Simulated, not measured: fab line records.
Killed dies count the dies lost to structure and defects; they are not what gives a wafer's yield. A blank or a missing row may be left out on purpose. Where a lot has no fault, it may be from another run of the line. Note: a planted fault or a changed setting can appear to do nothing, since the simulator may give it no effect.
2 desks, one fault :: flow sky130 :: each desk has only its own numbers; what lay behind them comes last

== FOR THE TOOL OWNER'S DESK: hdpcvd-01 ==
The tool's own readings at SKY_VIA3_HDPCVD_00 (deposits SiO2, target thk 1635 nm, time 272.5 s): means of the sampled wafers that have a number, for each lot that ran on this tool. If a lot's mean is further than 4 standard deviations from the usual mean, the lot is out of limits and carries the mark OUT (the distance appears in the brackets).
Columns: A = sih4_flow_sccm at SKY_VIA3_HDPCVD_00, usual 60.00 sccm
lot: L644
first seen here: day 40 14:02
A: 59.93

lot: L645
first seen here: day 40 20:42
A: 60.15

lot: L646
first seen here: day 41 00:00
A: 60.03

lot: L647
first seen here: day 41 04:02
A: 60.11

lot: L648
first seen here: day 41 18:53
A: 60.06

lot: L649
first seen here: day 42 00:01
A: 59.83

lot: L654
first seen here: day 43 06:48
A: 60.07

lot: L655
first seen here: day 43 17:22
A: 56.05 (-21) OUT
This desk's finding: out of limits on L655; first on L655, day 43 17:22 (sih4_flow_sccm at SKY_VIA3_HDPCVD_00). L644, L645, L646, L647, L648, L649, L654: within limits.

== THE METROLOGY DESK ==
Lot by lot, what the gauges showed, no matter which tool ran the lot: averages of those sampled wafers that carry a number. If a lot's mean is further than 4 standard deviations from the usual mean, the lot is out of limits and carries the mark OUT (the distance appears in the brackets).
Columns: A = VIA2_W_RS at SKY_VIA2_RS_MEAS_22, usual 0.271 ohm/sq; B = cd_nm at SKY_METAL3_CD_MEAS_13, usual 299.8 nm; C = VIA3_HDPCVD_THK at SKY_VIA3_THK_MEAS_01, usual 1642 nm
lot: L644
first seen here: day 38 08:20
A: 0.272
B: 299.9
C: 1640

lot: L645
first seen here: day 38 16:05
A: 0.272
B: 301.1
C: 1629

lot: L646
first seen here: day 38 18:43
A: 0.270
B: 300.6
C: 1646

lot: L647
first seen here: day 38 23:29
A: 0.267
B: 301.2
C: 1639

lot: L648
first seen here: day 39 14:43
A: 0.271
B: 299.0
C: 1668

lot: L649
first seen here: day 39 20:24
A: 0.267
B: 298.7
C: 1656

lot: L650
first seen here: day 40 04:36
A: 0.269
B: 299.0
C: 1615

lot: L654
first seen here: day 41 03:03
A: 0.270
B: 299.5
C: 1630

lot: L655
first seen here: day 41 15:23
A: 0.270
B: 299.9
C: 1541 (-5.9) OUT

lot: L659
first seen here: day 42 14:43
A: 0.271
B: 298.2
C: 1631

lot: L660
first seen here: day 42 20:25
A: 0.274
B: 300.5
C: 1631

lot: L664
first seen here: day 43 17:01
A: 0.270
B: 298.8
C: 1634
This desk finds L655 out of limits, with the earliest case on L655 at day 43 17:33 (VIA3_HDPCVD_THK at SKY_VIA3_THK_MEAS_01). L644, L645, L646, L647, L648, L649, L650, L654, L659, L660, L664: within limits.

== BROUGHT TOGETHER ==
At day 43 17:22, on L655, the tool owner's desk was in a position to raise an alarm.
At day 43 17:33 the metrology desk could have sounded an alarm, on L655.
Of the lots named, all ran SKY_VIA3_HDPCVD_00 on hdpcvd-01.

== WHAT THE SIMULATOR PUT IN ==
hdpcvd-01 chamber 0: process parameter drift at SKY_VIA3_HDPCVD_00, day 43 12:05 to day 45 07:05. Setting sih4_flow_sccm, moved by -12, from 60. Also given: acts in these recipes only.
Struck lots among those shown: L655.
Time in hours from fault onset to the first out-of-limits reading at each desk: tool owner's desk 5, metrology desk 5.
